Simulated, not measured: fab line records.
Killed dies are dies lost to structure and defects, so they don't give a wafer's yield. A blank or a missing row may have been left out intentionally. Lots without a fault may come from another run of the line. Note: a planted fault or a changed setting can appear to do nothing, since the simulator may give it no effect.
8D (eight disciplines) problem report, filled in by code    flow sky130    the parts of the form that need people (team, actions taken, sign-off) are left out

## 1. WHAT WENT WRONG
Wafers without a fault read 4.99e-06 Torr, standard deviation 2.6e-07; endStationPressureTorr at SKY_VT_ADJUST_PCH_IMPLANT_08 reads a mean of 6.66e-05 Torr on 6 wafers belonging to 2 lots. That is +99 or more standard deviations from the usual mean.
First seen on wafer L233.2, day 12 12:40, on implanter-01. The record holds 39 wafers of 13 lots with a number at this step. The rule behind "out" and "out of limits": a value lying over 4 standard deviations away from the usual mean. The other wafers with a number count as sound.

## 2. WHAT IT IS, WHAT IT ISN'T
question                     is                                        is not
which readings at this step  endStationPressureTorr, faradayCurrentUA  -
which lots                   L233, L240                                L229, L230, L231, L236, L241, L242, L247, L248, L250, L251, L252
which wafers of those lots   all that have a number                    -
read on which tools          implanter-01                              implanter-03, implanter-04
when                         from day 12 12:40                         up to then (9 sound wafers); but 24 sound wafers of L236, L241, L242, L247, L248, L250, L251, L252 came after

## 3. SUSPECTS, AND WHAT RULES EACH OUT
Counting: a tool at a process step up to the reading stays a suspect if it ran every lot that is out and no sound lot after the first of them.
- implanter-01 at SKY_VT_ADJUST_PCH_IMPLANT_08: ruled out as a lasting fault. Following L233 (day 12 12:40), the first lot on it that is out, the sound lots L251 were run on it.
Left after counting: nothing in the record.

## 4. THE CAUSE (what the simulator had put in)
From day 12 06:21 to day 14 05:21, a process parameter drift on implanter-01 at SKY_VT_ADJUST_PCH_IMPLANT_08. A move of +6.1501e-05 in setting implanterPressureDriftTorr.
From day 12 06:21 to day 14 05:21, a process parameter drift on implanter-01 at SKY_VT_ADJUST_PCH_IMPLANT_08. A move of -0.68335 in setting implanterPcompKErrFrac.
Counting ruled it out, wrongly.

## 5. THE CHAIN OF EFFECTS, in route order
One row per reading whose mean, taken over the struck wafers that have a number, lies over 3 standard deviations from the usual. Only readings for which the record gives a usual standard deviation are gone through. hours: the time from each lot's start at the first step in this table that gives one to its start at this step, as a median over the lots. sigmas: the change in usual standard deviations.
hours  step                          reading                 usual          on struck wafers  change     sigmas
0      SKY_VT_ADJUST_PCH_IMPLANT_08  beamOnS                 10.00 s        10.86             +0.86      +4.5
0      SKY_VT_ADJUST_PCH_IMPLANT_08  endStationPressureTorr  4.99e-06 Torr  6.66e-05          +6.16e-05  +99 or more
0      SKY_VT_ADJUST_PCH_IMPLANT_08  faradayCurrentUA        2.82           2.51              -0.31      -5.6
It contains these process steps:
- SKY_VT_ADJUST_PCH_IMPLANT_08
At these later measuring or inspecting steps, every struck wafer for which the step has a row has a number for every such reading, and none has moved that far: SKY_VT_ADJUST_PCH_TW_MEAS_10, SKY_SONOS_TUNNEL_TW_MEAS_12.

## 6. WHAT WOULD HAVE CAUGHT IT SOONER
In this record the first reading out of limits was taken at day 12 12:40, 6 hours after the fault began at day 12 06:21.
